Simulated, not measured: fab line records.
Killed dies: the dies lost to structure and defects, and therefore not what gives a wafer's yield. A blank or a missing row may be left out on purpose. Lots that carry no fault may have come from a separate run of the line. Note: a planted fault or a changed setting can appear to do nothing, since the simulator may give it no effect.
What tool caused it?    flow gf180mcu    13 lots with 38 wafers sampled at 4 steps, on a route of 602 steps

WHAT THE GAUGES READ, wafer by wafer
GF_M4_OVL_MEAS_15. Usual: for M4_OVL the level is 0 nm and the standard deviation is 4.9.
lot   measured      on          M4_OVL (nm)  flag
L830  day 24 03:27  overlay-02  3 1 2        
L832  day 25 03:22  overlay-02  1 -4 2       
L833  day 25 05:01  overlay-01  -5 -7 -12    
L834  day 25 09:24  overlay-01  3 -1 3       
L837  day 26 04:58  overlay-02  3 -3 1       
L839  day 26 22:10  overlay-01  -3 -2 -5     
L838  day 27 00:08  overlay-02  3 2 -2       
L840  day 27 06:12  overlay-02  11 -4 -1     
L848  day 29 12:53  overlay-02  4 -5 3       
L849  day 29 20:47  overlay-01  3 -5 -2      
L850  day 29 20:50  overlay-02  6 5 11       
L851  day 29 23:53  overlay-01  4 -4         
L852  day 30 01:07  overlay-01  1 -4 -7      

TOOL THAT RAN EACH LOT (tool first, then ch and the chambers of the sampled wafers, then the start)
lot   GF_V2_SPUTTER_21              GF_V3_ETCH_17                                  GF_V3_CMP_26
L830  pvd_sputter-01, day 21 02:57  rie_diel-02 ch 0,1,3, day 23 04:14 or earlier  cmp-02 ch 0,1,2, day 23 04:14
L832  pvd_sputter-02, day 22 04:20  rie_diel-04 ch 0,2,3, day 24 04:50 or earlier  cmp-02 ch 1,2,3, day 24 04:50
L833  pvd_sputter-01, day 22 06:12  rie_diel-02 ch 1,2,3, day 24 07:05 or earlier  cmp-02 ch 1,2,3, day 24 07:05
L834  pvd_sputter-03, day 22 10:12  rie_diel-03 ch 0,1,2, day 24 10:59 or earlier  cmp-02 ch 0,2,3, day 24 10:59
L837  pvd_sputter-01, day 23 07:41  rie_diel-04 ch 1,2,3, day 25 07:35 or earlier  cmp-02 ch 0,1,3, day 25 07:35
L839  pvd_sputter-01, day 24 03:03  rie_diel-04 ch 0,1, day 26 01:17 or earlier    cmp-01 ch 0,1,3, day 26 01:17
L838  pvd_sputter-02, day 24 03:26  rie_diel-02 ch 0,2,3, day 26 02:45 or earlier  cmp-02 ch 1,2,3, day 26 02:45
L840  pvd_sputter-01, day 24 12:23  rie_diel-02 ch 0,2, day 26 10:07 or earlier    cmp-02 ch 1,3, day 26 10:07
L848  pvd_sputter-01, day 26 22:35  rie_diel-02 ch 2,3, day 28 17:37 or earlier    cmp-01 ch 0,2,3, day 28 17:37
L849  pvd_sputter-03, day 27 05:51  rie_diel-02 ch 1,2, day 29 00:23 or earlier    cmp-02 ch 2,3, day 29 00:23
L850  pvd_sputter-01, day 27 06:12  rie_diel-03 ch 0,3, day 29 00:51 or earlier    cmp-01 ch 0,1,2, day 29 00:51
L851  pvd_sputter-01, day 27 09:31  rie_diel-02 ch 0,3, day 29 04:19 or earlier    cmp-01 ch 0,3, day 29 04:19
L852  pvd_sputter-01, day 27 11:08  rie_diel-03 ch 1,3, day 29 06:04 or earlier    cmp-01 ch 0,2,3, day 29 06:04
- GF_V2_SPUTTER_21: material Ti, target thk 15 nm, time 80.02 s.
- GF_V3_ETCH_17: etches SiO2 in C4F8/O2/Ar, stops on TiN, target depth 635 nm.
- GF_V3_CMP_26: polishes, stops on SiO2, t overpolish 15 s, target thk 0 nm.

AS READ BY THE TOOLS THEMSELVES (means over the sampled wafers that have a number; for cases with no such wafer, the mark the record gives instead)
GF_V2_SPUTTER_21. Usual: throttle_valve_pct 30.2 %, standard deviation 0.93.
lot   tool            throttle_valve_pct (%)  flag
L830  pvd_sputter-01  30.3                    
L832  pvd_sputter-02  30.9                    
L833  pvd_sputter-01  29.8                    
L834  pvd_sputter-03  29.4                    
L837  pvd_sputter-01  30.2                    
L839  pvd_sputter-01  29.8                    
L838  pvd_sputter-02  31.2                    
L840  pvd_sputter-01  30.4                    
L848  pvd_sputter-01  30.3                    
L849  pvd_sputter-03  29.5                    
L850  pvd_sputter-01  30.7                    
L851  pvd_sputter-01  30.0                    
L852  pvd_sputter-01  30.1                    

GF_V3_ETCH_17. Usual: oes_product_au 0.856 a.u., standard deviation 0.0051.
lot   tool         oes_product_au (a.u.)  flag
L830  rie_diel-02  0.856                  
L832  rie_diel-04  0.854                  
L833  rie_diel-02  0.862                  
L834  rie_diel-03  0.857                  
L837  rie_diel-04  0.854                  
L839  rie_diel-04  0.862                  
L838  rie_diel-02  0.858                  
L840  rie_diel-02  0.860                  
L848  rie_diel-02  0.855                  
L849  rie_diel-02  0.852                  
L850  rie_diel-03  0.856                  
L851  rie_diel-02  0.853                  
L852  rie_diel-03  0.858                  

GF_V3_CMP_26. Usual: motor_current_A 10.8 A, standard deviation 1.1; overpolish_run_s 14.999 s, standard deviation 0.0092; platen_rpm 60.00 rpm, standard deviation 0.039; time_to_endpoint_s 88 s, standard deviation 3.6.
lot   tool    motor_current_A (A)  overpolish_run_s (s)  platen_rpm (rpm)  time_to_endpoint_s (s)  flag
L830  cmp-02  11.1                 14.993                59.96             89                      
L832  cmp-02  10.5                 15.001                60.02             92                      
L833  cmp-02  10.6                 14.993                60.00             89                      
L834  cmp-02  10.7                 15.002                60.02             90                      
L837  cmp-02  10.2                 15.002                59.99             92                      
L839  cmp-01  10.4                 14.998                60.02             84                      
L838  cmp-02  10.5                 13.998                60.02             90                      OFF
L840  cmp-02  9.6                  14.000                60.01             89                      OFF
L848  cmp-01  11.1                 14.997                60.01             90                      
L849  cmp-02  10.1                 15.000                59.99             87                      
L850  cmp-01  10.6                 14.992                60.00             87                      
L851  cmp-01  10.1                 15.002                60.01             86                      
L852  cmp-01  10.6                 14.991                59.98             87                      

THE ANSWER, worked out from the rows above alone
Rule: lot off if the mean of its wafers having a number is beyond 3 standard deviations from the usual mean. Also off: a lot with no number at a reading for which 4 or more lots have one. Where the step has rows for the other lots, those lots are counted as sound. Order of review: gauges by route order, followed by the tools' own readings, for which a lot's mean as printed above is used. The first step at which some lot is off is used, and at that step the reading that is off furthest; a lot without a number counts as furthest.
Off: L838, L840 (GF_V3_CMP_26, overpolish_run_s).
If a tool, at that step or one of the process steps before it, ran each lot that is off and ran no sound lot following the first of them, it fits. With no start given for some of its lots, GF_V3_ETCH_17 uses the hours and lot order of GF_V3_CMP_26. None of those tried fits.

WHAT HAD BEEN PUT IN BY THE SIMULATOR
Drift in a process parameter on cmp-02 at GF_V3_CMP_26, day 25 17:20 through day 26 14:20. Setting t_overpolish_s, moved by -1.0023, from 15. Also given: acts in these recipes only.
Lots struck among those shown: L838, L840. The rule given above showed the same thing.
